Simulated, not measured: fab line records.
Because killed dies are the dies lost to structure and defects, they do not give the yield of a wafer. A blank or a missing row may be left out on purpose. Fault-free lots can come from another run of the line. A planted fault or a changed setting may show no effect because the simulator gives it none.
Which of the tools did it? :: flow sky130 :: Sampling: 6 lots, 18 wafers, 4 of 708 route steps

WHAT THE GAUGES SHOWED, per wafer
SKY_VIA3_THK_MEAS_01.
lot: L198
measured: day 39 08:50
on: film-metro-04
VIA3_HDPCVD_THK (nm): 1569 1538 1568

lot: L201
measured: day 40 13:55
on: film-metro-04
VIA3_HDPCVD_THK (nm): 2061 2102 1576

lot: L210
measured: day 42 21:54
on: film-metro-01
VIA3_HDPCVD_THK (nm): 1558 1571 1556

lot: L212
measured: day 43 15:48
on: film-metro-01
VIA3_HDPCVD_THK (nm): 1613 1597 1597

lot: L216
measured: day 44 11:38
on: film-metro-04
VIA3_HDPCVD_THK (nm): 1549 1556 1563

lot: L217
measured: day 44 17:46
on: film-metro-04
VIA3_HDPCVD_THK (nm): 1569 1585 1606

WHAT TOOL EACH LOT RAN ON (gives the tool, then ch and the chambers of the sampled wafers, and finally the start)
lot: L198
SKY_METAL3_SPUTTER_04: pvd-sputter-03, day 37 05:01
SKY_CAPM_SPUTTER_02: pvd-sputter-01, day 37 05:09
SKY_VIA3_HDPCVD_00: hdpcvd-01 ch 0,1,2, day 39 08:40

lot: L201
SKY_METAL3_SPUTTER_04: pvd-sputter-04, day 38 10:11
SKY_CAPM_SPUTTER_02: pvd-sputter-01, day 38 10:19
SKY_VIA3_HDPCVD_00: hdpcvd-01 ch 0,1,2, day 40 13:47

lot: L210
SKY_METAL3_SPUTTER_04: pvd-sputter-04, day 40 20:37
SKY_CAPM_SPUTTER_02: pvd-sputter-01, day 40 20:45
SKY_VIA3_HDPCVD_00: hdpcvd-02 ch 0,1,2, day 42 21:44

lot: L212
SKY_METAL3_SPUTTER_04: pvd-sputter-04, day 41 15:22
SKY_CAPM_SPUTTER_02: pvd-sputter-03, day 41 15:30
SKY_VIA3_HDPCVD_00: hdpcvd-01 ch 0,2, day 43 15:37

lot: L216
SKY_METAL3_SPUTTER_04: pvd-sputter-03, day 42 11:01
SKY_CAPM_SPUTTER_02: pvd-sputter-02, day 42 11:09
SKY_VIA3_HDPCVD_00: hdpcvd-02 ch 0,2, day 44 11:28

lot: L217
SKY_METAL3_SPUTTER_04: pvd-sputter-03, day 42 18:07
SKY_CAPM_SPUTTER_02: pvd-sputter-02, day 42 18:15
SKY_VIA3_HDPCVD_00: hdpcvd-01 ch 0,1,2, day 44 17:36
- SKY_METAL3_SPUTTER_04: material TiN, target thk 70 nm, time 58.3 s.
- SKY_CAPM_SPUTTER_02: material TiN, target thk 200 nm, time 166.7 s.
- SKY_VIA3_HDPCVD_00: deposits SiO2, target thk 1635 nm, time 262 s.

THE ANSWER, worked out from the rows above alone
Rule: the usual values come from the lots themselves. The widest of any qualifying gaps counts: lots, ordered by their means at a reading, are off when they make up no more than a third of the lots, leave a main group of 4 or more, and stand apart from it by 3 or more times the standard deviation of that group's means. If all means in a main group match to the digits the tables above print for the reading, that group is not used. A lot without any number at a reading at which 4 lots or more have one is off too. All remaining lots with rows at the step are treated as sound.
Off: L201, seen at SKY_VIA3_THK_MEAS_01 (VIA3_HDPCVD_THK). Main group: mean 1573 nm, sd 18.
If a tool, at a process step before that reading, ran all the lots that are off and no sound lot after the first of them, it fits. The gauges at SKY_VIA3_THK_MEAS_01 are tried like those tools. Not one of the candidates tried fits.

WHAT WAS PUT IN BY THE SIMULATOR
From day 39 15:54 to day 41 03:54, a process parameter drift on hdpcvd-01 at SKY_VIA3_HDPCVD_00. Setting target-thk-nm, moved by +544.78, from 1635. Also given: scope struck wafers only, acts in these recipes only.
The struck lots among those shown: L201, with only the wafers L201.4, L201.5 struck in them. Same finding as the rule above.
